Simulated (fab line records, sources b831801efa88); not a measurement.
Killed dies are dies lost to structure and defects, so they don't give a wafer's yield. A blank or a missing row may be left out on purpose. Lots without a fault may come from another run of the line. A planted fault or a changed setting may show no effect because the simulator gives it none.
A struck lot beside a sound one | flow sfq_line | 14 steps out of a route of 325
Sound: wafers L866.1, L866.2, L866.5. Struck: wafers L879.3, L879.4, L879.5. The cause comes at the end.
At each step with rows: each side's tool, then ch and its chambers, then its first start. Under that, the readings that differ: sound wafers | struck wafers | difference of the means | sigmas: that difference in standard deviations of wafers without a fault.
alike: readings whose means differ by less than 2 such deviations, and words and numbers that are the same on both sides. not compared: withheld readings, readings that some wafer has no value for, bounds like >300 that may hide the same value, and numbers for which the record gives no deviation and whose values overlap.
The two part at a step that has a row with sigmas, a row that says differs or no value, or rows on one side only. Numbers that don't overlap but have no deviation are shown without sigmas and don't part them. A reading that every wafer of one side lacks parts them only if that side has two wafers or more.

first, 4 steps without rows for these wafers: SFQ_TRILAYER_M3_LITHO_SOFTBAKE_079; SFQ_TRILAYER_M3_LITHO_EXPOSE_076 (exposes mask M3, target cd 500 nm); SFQ_TRILAYER_M3_LITHO_PEB_078 (peb time 60 s); SFQ_TRILAYER_M3_LITHO_DEVELOP_077 (time 60 s).
SFQ_M3_OVL_MEAS_921:
  sound on overlay-02, day 44 14:55; struck on overlay-01, day 46 17:48
  alike: M3_OVL
SFQ_TRILAYER_M3_BARC_OPEN_METAL_ETCH_100: etches BARC in O2, target depth 125 nm, time 41.7 s.
  sound on rie_metal-04 ch 0,1, day 44 14:57; struck on rie_metal-04 ch 0, day 46 17:52
  alike: drypump_motor_current_A, he_backside_leak_sccm, oes_product_au
  not compared: rf_hours_counter_h
SFQ_TRILAYER_M3_ETCH_METAL_ETCH_078: etches Nb in Cl2/Ar, stops on SiO2, target depth 240 nm, time 120 s.
  sound on rie_metal-04 ch 0,1, day 44 15:01; struck on rie_metal-04 ch 0, day 46 18:01
  alike: drypump_motor_current_A, he_backside_leak_sccm, oes_product_au
  not compared: rf_hours_counter_h
SFQ_TRILAYER_M3_STRIP_STRIP_079: strips in O2.
  sound on rie_metal-04 ch 0,1, day 44 15:08; struck on rie_metal-04 ch 0, day 46 18:35
  reading               | sound             | struck            | difference | sigmas
  oes_product_au (a.u.) | 1.007 0.982 0.979 | 1.015 1.009 1.014 | +0.023     | +2
  alike: drypump_motor_current_A, he_backside_leak_sccm
  not compared: rf_hours_counter_h
then, 1 step without rows for these wafers: SFQ_TRILAYER_M3_STRIP_SOLV_CLEAN_080 (cleans in NMP, time 600 s).
SFQ_TRILAYER_I3_DEP_PECVD_081: deposits SiO2 from SiH4/N2O, time 111.11 s, target thk 500 nm.
  sound on pecvd-03 ch 0,1, day 44 15:55; struck on pecvd-04 ch 1,2, day 46 19:36
  alike: heater_power_outer_w, heater_power_w, throttle_valve_pct
SFQ_TRILAYER_I3_CMP_CMP_082: polishes SiO2.
  sound on cmp-01 ch 2,3, day 44 20:01; struck on cmp-02 ch 0,2,3, day 47 21:34
  alike: motor_current_A, retaining_ring_pressure_frac, time_to_endpoint_s
SFQ_I3_BOW_MEAS_922:
  sound on film_metro-02, day 44 23:01; struck on film_metro-02, day 48 00:06
  alike: I3_BOW
SFQ_TRILAYER_I3_METRO_MEASURE_083:
  sound on film_metro-02, day 44 23:08; struck on film_metro-02, day 48 00:35
  reading     | sound             | struck            | difference | sigmas
  thk_nm (nm) | 200.8 199.8 199.3 | 203.0 204.2 203.6 | +3.6       | +3
then, 1 step without rows for these wafers: SFQ_TRILAYER_I3_VIA_LITHO_COAT_090 (resist thk 62 nm).

WHERE THEY PART
First at SFQ_TRILAYER_M3_STRIP_STRIP_079; last, within this record, at SFQ_TRILAYER_I3_METRO_MEASURE_083.

WHY: what the simulator had put in
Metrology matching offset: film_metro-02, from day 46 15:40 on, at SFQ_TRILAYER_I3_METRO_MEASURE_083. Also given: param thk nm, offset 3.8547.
